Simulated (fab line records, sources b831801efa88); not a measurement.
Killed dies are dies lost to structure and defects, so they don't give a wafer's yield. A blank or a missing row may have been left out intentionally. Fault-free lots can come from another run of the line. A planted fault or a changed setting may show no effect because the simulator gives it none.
Matching of chambers || flow sfq_line || SFQ_TRILAYER_I7_CMP_CMP_184 on cmp-02: 4 sister chambers
The step polishes SiO2. 7 wafers are shown with their chamber, then 6 later ones without.

WAFERS, EACH WITH ITS CHAMBER
{"wafer": "L238.6", "chamber": 1, "motor_current_A (A)": 10.9, "time_to_endpoint_s (s)": 213}
{"wafer": "L239.2", "chamber": 3, "motor_current_A (A)": 12.8, "time_to_endpoint_s (s)": 192}
{"wafer": "L248.1", "chamber": 0, "motor_current_A (A)": 9.1, "time_to_endpoint_s (s)": 206}
{"wafer": "L248.2", "chamber": 2, "motor_current_A (A)": 10.7, "time_to_endpoint_s (s)": 196}
{"wafer": "L248.4", "chamber": 3, "motor_current_A (A)": 12.9, "time_to_endpoint_s (s)": 208}
{"wafer": "L250.1", "chamber": 2, "motor_current_A (A)": 10.2, "time_to_endpoint_s (s)": 208}
{"wafer": "L250.6", "chamber": 0, "motor_current_A (A)": 9.2, "time_to_endpoint_s (s)": 212}

WAFERS WITH NO CHAMBER GIVEN
{"wafer": "L256.3", "motor_current_A (A)": 10.3, "time_to_endpoint_s (s)": 203}
{"wafer": "L256.4", "motor_current_A (A)": 12.3, "time_to_endpoint_s (s)": 218}
{"wafer": "L256.5", "motor_current_A (A)": 10.8, "time_to_endpoint_s (s)": 217}
{"wafer": "L257.2", "motor_current_A (A)": 10.2, "time_to_endpoint_s (s)": 206}
{"wafer": "L257.3", "motor_current_A (A)": 8.8, "time_to_endpoint_s (s)": 218}
{"wafer": "L257.4", "motor_current_A (A)": 11.0, "time_to_endpoint_s (s)": 203}

CHAMBER TAKEN BY EACH
{"wafer": "L256.3", "from the rows above": 2, "in truth": 2}
{"wafer": "L256.4", "from the rows above": 3, "in truth": 3}
{"wafer": "L256.5", "from the rows above": "can't be placed: 1 or 2", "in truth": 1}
{"wafer": "L257.2", "from the rows above": 2, "in truth": 2}
{"wafer": "L257.3", "from the rows above": 0, "in truth": 0}
{"wafer": "L257.4", "from the rows above": "can't be placed: 1 or 2", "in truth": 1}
4 of 6 placed correctly. From these rows, 2 cannot be placed; in 2 the true chamber is one of the candidates. 0 placed wrongly.
How it was worked out, from the rows above alone: a wafer's distance from a chamber is the root of the sum, over the readings, of the square of ((its reading less the chamber's mean) divided by the reading's scatter). If the next closest chamber is less than 2 further off than the closest, the wafer can't be placed; otherwise it belongs to the closest. For every chamber, the mean is computed from those of its wafers that are shown. The scatter: take each reading less its chamber's mean, square it, sum over the shown wafers, divide by the number of wafers less the number of chambers, and take the root.
